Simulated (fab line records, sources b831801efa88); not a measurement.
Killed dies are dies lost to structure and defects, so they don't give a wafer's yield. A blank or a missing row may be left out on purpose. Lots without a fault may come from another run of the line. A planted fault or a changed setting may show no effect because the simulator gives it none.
Chamber matching | flow sky130 | SKY_VIA2_ETCH_15 on rie_diel-03: 4 sister chambers
The step etches SiO2 in C4F8/O2/Ar, stops on TiN, target depth 546 nm, time 84 s. 8 wafers are shown with their chamber, then 11 later ones without.

WAFERS WITH THEIR CHAMBER
wafer  | chamber | chamber_pressure_mTorr (mTorr) | oes_product_au (a.u.)
L086.5 | 2       | 40.09                          | 0.938
L087.1 | 1       | 39.98                          | 0.940
L088.2 | 1       | 40.05                          | 0.924
L088.3 | 2       | 40.04                          | 0.936
L089.2 | 0       | 39.94                          | 0.936
L089.5 | 0       | 39.98                          | 0.938
L089.6 | 3       | 40.02                          | 0.942
L093.4 | 3       | 39.96                          | 0.947

WAFERS WITHOUT THEIR CHAMBER
wafer  | chamber_pressure_mTorr (mTorr) | oes_product_au (a.u.)
L093.5 | 39.99                          | 0.950
L093.6 | 40.03                          | 0.943
L092.2 | 40.01                          | 0.940
L092.4 | 39.89                          | 0.939
L092.5 | 40.00                          | 0.935
L096.2 | 40.06                          | 0.940
L096.3 | 40.03                          | 0.936
L096.6 | 40.01                          | 0.944
L097.4 | 40.01                          | 0.944
L097.5 | 40.02                          | 0.940
L097.6 | 40.02                          | 0.936

WHICH CHAMBER EACH WENT THROUGH
wafer  | from the rows above               | in truth
L093.5 | can't be placed: 3 or 0 or 2      | 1
L093.6 | can't be placed: 3 or 2 or 1 or 0 | 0
L092.2 | can't be placed: 3 or 1 or 0 or 2 | 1
L092.4 | can't be placed: 0 or 3 or 1      | 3
L092.5 | can't be placed: 1 or 0 or 3 or 2 | 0
L096.2 | can't be placed: 2 or 1 or 3      | 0
L096.3 | can't be placed: 1 or 2 or 3 or 0 | 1
L096.6 | can't be placed: 3 or 0 or 2 or 1 | 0
L097.4 | can't be placed: 3 or 0 or 2 or 1 | 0
L097.5 | can't be placed: 3 or 2 or 1 or 0 | 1
L097.6 | can't be placed: 1 or 2 or 0 or 3 | 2
Placed correctly: 0 of 11. Can't be placed from these rows: 11 (the true chamber is among the candidates in 9). Placed wrongly: 0.
How it was worked out, from the rows above alone: a wafer's distance from a chamber is the root of the sum, over the readings, of the square of ((its reading less the chamber's mean) divided by the reading's scatter). The wafer belongs to the nearest chamber; if the next one is less than 2 further off, it can't be placed. A chamber's mean is the mean of its shown wafers. The scatter: the root of (the sum of the squares of (reading less its chamber's mean) over the shown wafers, divided by (wafers less chambers)).
